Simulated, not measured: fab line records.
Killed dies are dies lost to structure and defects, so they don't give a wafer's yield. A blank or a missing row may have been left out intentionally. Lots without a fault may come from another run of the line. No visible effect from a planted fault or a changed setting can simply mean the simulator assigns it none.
Which tool did it? / flow sky130 / 7 lots with 21 wafers sampled at 3 steps, on a route of 708 steps

== WHAT THE GAUGES SHOWED, per wafer ==
SKY_CAP2M_RS_MEAS_03: uses a four-point probe to measure.
lot=L963; measured=day 40 16:57; on=film_metro-01; CAP2M_TIN_RS (ohm/sq)=6.94 6.82 6.74
lot=L967; measured=day 40 17:47; on=film_metro-03; CAP2M_TIN_RS (ohm/sq)=6.93 6.91 6.99
lot=L969; measured=day 40 19:54; on=film_metro-02; CAP2M_TIN_RS (ohm/sq)=6.86 6.85 6.84
lot=L973; measured=day 42 04:42; on=film_metro-01; CAP2M_TIN_RS (ohm/sq)=6.96 6.97 6.94
lot=L977; measured=day 46 10:43; on=film_metro-01; CAP2M_TIN_RS (ohm/sq)=6.87 6.88 6.95
lot=L979; measured=day 46 18:49; on=film_metro-02; CAP2M_TIN_RS (ohm/sq)=- - -
lot=L986; measured=day 46 22:05; on=film_metro-03; CAP2M_TIN_RS (ohm/sq)=6.87 6.84 6.84

== EACH LOT AND THE TOOL THAT RAN IT (in order: tool; ch and the chambers of the sampled wafers; start) ==
lot=L963; SKY_VIA3_CMP_24=cmp-02 ch 1,2, day 40 16:18; SKY_CAP2M_SPUTTER_02=pvd_sputter-01, day 40 16:50
lot=L967; SKY_VIA3_CMP_24=cmp-02 ch 0,1, day 40 17:08; SKY_CAP2M_SPUTTER_02=pvd_sputter-02, day 40 17:37
lot=L969; SKY_VIA3_CMP_24=cmp-01 ch 0,1, day 40 19:16; SKY_CAP2M_SPUTTER_02=pvd_sputter-03, day 40 19:48
lot=L973; SKY_VIA3_CMP_24=cmp-01 ch 0,1,2, day 42 04:05; SKY_CAP2M_SPUTTER_02=pvd_sputter-02, day 42 04:32
lot=L977; SKY_VIA3_CMP_24=cmp-02 ch 2,3, day 46 10:02; SKY_CAP2M_SPUTTER_02=pvd_sputter-03, day 46 10:34
lot=L979; SKY_VIA3_CMP_24=cmp-02 ch 0,2,3, day 46 18:15; SKY_CAP2M_SPUTTER_02=pvd_sputter-03, day 46 18:42
lot=L986; SKY_VIA3_CMP_24=cmp-01 ch 0,2,3, day 46 21:27; SKY_CAP2M_SPUTTER_02=pvd_sputter-01, day 46 21:59
- SKY_VIA3_CMP_24: polishes, stops on SiO2, t overpolish 20 s, target thk 0 nm.
- SKY_CAP2M_SPUTTER_02: material TiN, target thk 200 nm, time 166.7 s.

== THE ANSWER, worked out from the rows above alone ==
Rule: what is usual is taken from the lots themselves. Put in order of their means at a reading, lots are off if they are a third of the lots or fewer, leave a main group of 4 or more, and stand apart from it by a gap of 3 or more times the standard deviation of the main group's means; of several such gaps the widest counts. The tables above print the reading to a certain number of digits; a main group whose means all agree to those digits is not used. Also off: a lot with no number at a reading for which 4 or more lots have one. All remaining lots with rows at the step are treated as sound.
Off: L979, seen at SKY_CAP2M_RS_MEAS_03 (CAP2M_TIN_RS). Without a number there: L979. Mean 6.89 ohm/sq and standard deviation 0.048 in the main group.
If a tool, at a process step before that reading, ran all the lots that are off and no sound lot after the first of them, it fits. Gauges at SKY_CAP2M_RS_MEAS_03: tried the same way as those tools. Can't be told from this: 3 tools fit, cmp-02 at SKY_VIA3_CMP_24, pvd_sputter-03 at SKY_CAP2M_SPUTTER_02, film_metro-02 at SKY_CAP2M_RS_MEAS_03.

== WHAT THE SIMULATOR HAD INSERTED ==
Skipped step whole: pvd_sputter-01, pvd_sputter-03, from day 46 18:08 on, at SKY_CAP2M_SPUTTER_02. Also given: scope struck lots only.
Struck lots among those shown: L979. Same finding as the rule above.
